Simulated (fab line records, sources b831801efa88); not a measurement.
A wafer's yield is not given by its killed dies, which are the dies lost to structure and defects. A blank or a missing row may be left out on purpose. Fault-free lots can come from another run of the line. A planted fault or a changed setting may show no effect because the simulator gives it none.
Struck lot and sound lot, side by side | flow sky130 | 35 steps out of a route of 708
Sound: the wafers L545.1, L545.2, L545.5. Wafers L557.2, L557.3, L557.4 were the ones struck. Last of all comes the cause.
Order at every step that has rows: each side's tool, ch and its chambers, its first start. Under that, the readings that differ: sound wafers | struck wafers | difference of the means | sigmas: that difference in standard deviations of wafers without a fault.
alike: readings whose means differ by less than 2 such deviations, and words and numbers that are the same on both sides. not compared: withheld readings, readings that some wafer has no value for, bounds like >300 that may hide the same value, and numbers for which the record gives no deviation and whose values overlap.
The two part at a step that has a row with sigmas, a row that says differs or no value, or rows on one side only. Numbers that have no deviation but don't overlap get no sigmas and don't part them. A reading missing from all wafers of one side parts the sides only when that side holds two or more wafers.

SKY_SD_P_CD_MEAS_07 targets a cd of 380 nm.
  sound: cd_sem-02 at day 26 04:58; struck: cd_sem-01 at day 30 16:35
  alike: cd_nm
SKY_SD_P_OVL_MEAS_08:
  sound: overlay-02 at day 26 05:05; struck: overlay-01 at day 30 16:41
  alike: SD_P_OVL
then, 1 step without rows for these wafers: SKY_SD_P_IMPLANT_09.
SKY_SD_P_STRIP_10: strips in O2/N2.
  sound on plasma_asher-02 ch 0,1, day 26 05:16; struck on plasma_asher-02 ch 0,1, day 30 16:52
  alike: chamber_pressure_mTorr, drypump_motor_current_A, oes_product_au, strip_time_to_endpoint_s
  not compared: rf_hours_counter_h
SKY_SD_P_TW_MEAS_11:
  sound: film_metro-03 at day 26 05:22; struck: film_metro-03 at day 30 16:59
  alike: SD_P_TW
then, 7 steps without rows for these wafers: SKY_RES_XHIGH_DEHYDRATE_00 (time 60 s); SKY_RES_XHIGH_HMDS_01 (prime time 60 s); SKY_RES_XHIGH_COAT_02 (resist thk 1140 nm); SKY_RES_XHIGH_SOFTBAKE_03 (time 60 s); SKY_RES_XHIGH_EXPOSE_04 (exposes mask URPM, target cd 1270 nm); SKY_RES_XHIGH_PEB_05; SKY_RES_XHIGH_DEVELOP_06 (develop time 60 s).
SKY_RES_XHIGH_IMPLANT_07:
  sound on implanter-04 ch 0, day 27 10:01; struck on implanter-02 ch 0, day 31 20:35
  reading       | sound                         | struck                        | difference | sigmas
  beam_on_s (s) | 43.2 45.2 43.0                | 57.6 57.4 57.8                | +13.8      | +6
  dose_ions_cm2 | 3.599e+14 3.595e+14 3.603e+14 | 5.354e+14 5.358e+14 5.353e+14 | +1.756e+14 | +99 or more
SKY_RES_XHIGH_STRIP_08: strips in O2/N2.
  sound on plasma_asher-03 ch 0,1, day 27 10:10; struck on plasma_asher-01 ch 0,1, day 31 20:42
  reading                      | sound             | struck            | difference | sigmas
  oes_product_au (a.u.)        | 0.709 0.712 0.715 | 0.708 0.701 0.695 | -0.011     | -2
  strip_time_to_endpoint_s (s) | 14.27 14.23 14.27 | 14.62 14.64 14.58 | +0.36      | +8
  alike: chamber_pressure_mTorr, drypump_motor_current_A
  not compared: rf_hours_counter_h
SKY_RES_XHIGH_TW_MEAS_09:
  sound: film_metro-01 at day 27 10:16; struck: film_metro-02 at day 31 20:49
  reading      | sound          | struck         | difference | sigmas
  RES_XHIGH_TW | 1620 1621 1618 | 1863 1870 1854 | +243       | +16
then, 7 steps without rows for these wafers: SKY_SD_N_DEHYDRATE_00 (time 60 s); SKY_SD_N_HMDS_01 (prime time 60 s); SKY_SD_N_COAT_02 (resist thk 1140 nm); SKY_SD_N_SOFTBAKE_03 (time 60 s); SKY_SD_N_EXPOSE_04 (exposes mask NSDM, target cd 380 nm); SKY_SD_N_PEB_05; SKY_SD_N_DEVELOP_06 (develop time 60 s).
SKY_SD_N_CD_MEAS_07 targets a cd of 380 nm.
  sound: cd_sem-02 at day 28 13:51; struck: cd_sem-02 at day 32 23:59
  alike: cd_nm
SKY_SD_N_OVL_MEAS_08:
  sound: overlay-01 at day 28 13:58; struck: overlay-01 at day 33 00:05
  alike: SD_N_OVL
then, 2 steps without rows for these wafers: SKY_SD_N_IMPLANT_09; SKY_SD_N_IMPLANT_10.
SKY_SD_N_STRIP_11: strips in O2/N2.
  sound on plasma_asher-02 ch 0,1, day 28 14:19; struck on plasma_asher-02 ch 0,1, day 33 00:25
  alike: chamber_pressure_mTorr, drypump_motor_current_A, oes_product_au, strip_time_to_endpoint_s
  not compared: rf_hours_counter_h
SKY_SD_N_TW_MEAS_12:
  sound: film_metro-02 at day 28 14:25; struck: film_metro-01 at day 33 00:32
  reading | sound          | struck         | difference | sigmas
  SD_N_TW | 4005 4034 4005 | 3901 3912 3954 | -92        | -2
then, 1 step without rows for these wafers: SKY_SD_N_CLEAN_13 (cleans in SC1/SC2, time 150 s).
SKY_SD_N_RTA_14: time 2 s.
  sound on rtp_anneal-01 ch 0, day 28 14:31; struck on rtp_anneal-02 ch 0, day 33 00:38
  alike: lamp_power_pct, wafer_temp_C_max
SKY_SD_N_RS_MEAS_16: uses a four-point probe to measure.
  sound: film_metro-02 at day 28 14:44; struck: film_metro-03 at day 33 00:49
  alike: SD_N_RS
SKY_SD_N_RS_MEAS_17: uses a four-point probe to measure.
  sound: film_metro-02 at day 28 14:52; struck: film_metro-03 at day 33 00:56
  alike: SD_P_RS
SKY_SD_N_RS_MEAS_18: uses a four-point probe to measure.
  sound: film_metro-02 at day 28 14:59; struck: film_metro-03 at day 33 01:04
  reading               | sound             | struck            | difference | sigmas
  RES_XHIGH_RS (ohm/sq) | 334.0 334.6 335.2 | 243.0 242.3 242.6 | -92.0      | -84
then, 1 step without rows for these wafers: SKY_SALICIDE_CLEAN_00 (cleans in HF-last, time 30 s).
-- the record jumps here: 16 days lie between the struck wafers' starts before and after (it left off in module SALICIDE and takes up again in module PAD_OPEN, whose first step shown is number 708 of the route) --
SKY_PAD_OPEN_PROBE_99:
  sound: prober-02 at day 46 04:29; struck: prober-02 at day 49 10:50
  reading                              | sound          | struck         | difference | sigmas
  model.etest.res_xhigh_po.line_ohm_um | 5745 5636 5681 | 2936 2891 3000 | -2745      |
  model.etest.res_xhigh_po.rs_ohm_sq   | 2015 1934 2021 | 1018 1012 1042 | -966       |
  alike: killed_at_M0_to_M3, killed_at_M4_up, killed_at_contacts, killed_at_front_end, killed_at_other, killed_dies, killed_on_rim, killed_open, killed_short

== WHERE THEY PART ==
First at SKY_RES_XHIGH_IMPLANT_07; last, within this record, at SKY_SD_N_RS_MEAS_18. Later steps at which nothing parts them and some readings are alike: SKY_PAD_OPEN_PROBE_99.

WHY: what had been put in by the simulator
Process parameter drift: implanter-02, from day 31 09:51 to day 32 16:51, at SKY_RES_XHIGH_IMPLANT_07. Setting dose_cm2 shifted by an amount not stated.
